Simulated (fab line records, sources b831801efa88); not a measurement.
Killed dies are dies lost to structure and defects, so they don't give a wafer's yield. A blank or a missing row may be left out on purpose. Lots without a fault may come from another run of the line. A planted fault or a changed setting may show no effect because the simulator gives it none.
Which tool did it? | flow sky130 | 11 lots, 33 wafers sampled, at 1 step of a route of 708

WHAT THE GAUGES READ, wafer by wafer
SKY_METAL1_THK_MEAS_06: measures by xrf.
lot  | measured     | on            | METAL1_ALCU_THK (nm)
L465 | day 31 23:26 | film_metro-04 | 251 252 245
L469 | day 33 01:54 | film_metro-01 | 251 252 252
L470 | day 33 03:27 | film_metro-02 | 252 252 254
L471 | day 34 04:36 | film_metro-01 | 243 245 247
L473 | day 34 06:02 | film_metro-01 | 249 251 250
L472 | day 34 06:19 | film_metro-01 | 244 244 246
L478 | day 36 03:16 | film_metro-01 | 257 254 257
L481 | day 36 23:32 | film_metro-04 | 242 243 245
L482 | day 37 03:05 | film_metro-02 | 249 245 245
L483 | day 37 11:10 | film_metro-02 | 253 253 253
L484 | day 38 05:05 | film_metro-04 | 248 249 254

WHICH TOOL RAN EACH LOT (tool, then ch and the chambers of the sampled wafers, then the start)
The record holds no process step before these readings.

WHAT THE TOOLS THEMSELVES READ (means of the sampled wafers that have a number; where no wafer has one, the mark that the record gives instead)
The record holds no such reading with a usual standard deviation.

THE ANSWER, worked out from the rows above alone
Rule: what is usual is taken from the lots themselves. Put in order of their means at a reading, lots are off if they are a third of the lots or fewer, leave a main group of 4 or more, and stand apart from it by a gap of 3 or more times the standard deviation of the main group's means; of several such gaps the widest counts. A main group whose means are all the same, to the digits that the tables above print for the reading, isn't used. A lot without any number at a reading at which 4 lots or more have one is off too. The other lots that the step has rows for count as sound. The gauges are gone through in route order, then the tools' own readings, and for those a lot's mean is taken as printed above. The first step at which some lot is off is used, and at that step the reading that is off furthest; a lot without a number counts as furthest.
No lot is off at any reading shown: from this, nothing can be told.

WHAT THE SIMULATOR HAD PUT IN
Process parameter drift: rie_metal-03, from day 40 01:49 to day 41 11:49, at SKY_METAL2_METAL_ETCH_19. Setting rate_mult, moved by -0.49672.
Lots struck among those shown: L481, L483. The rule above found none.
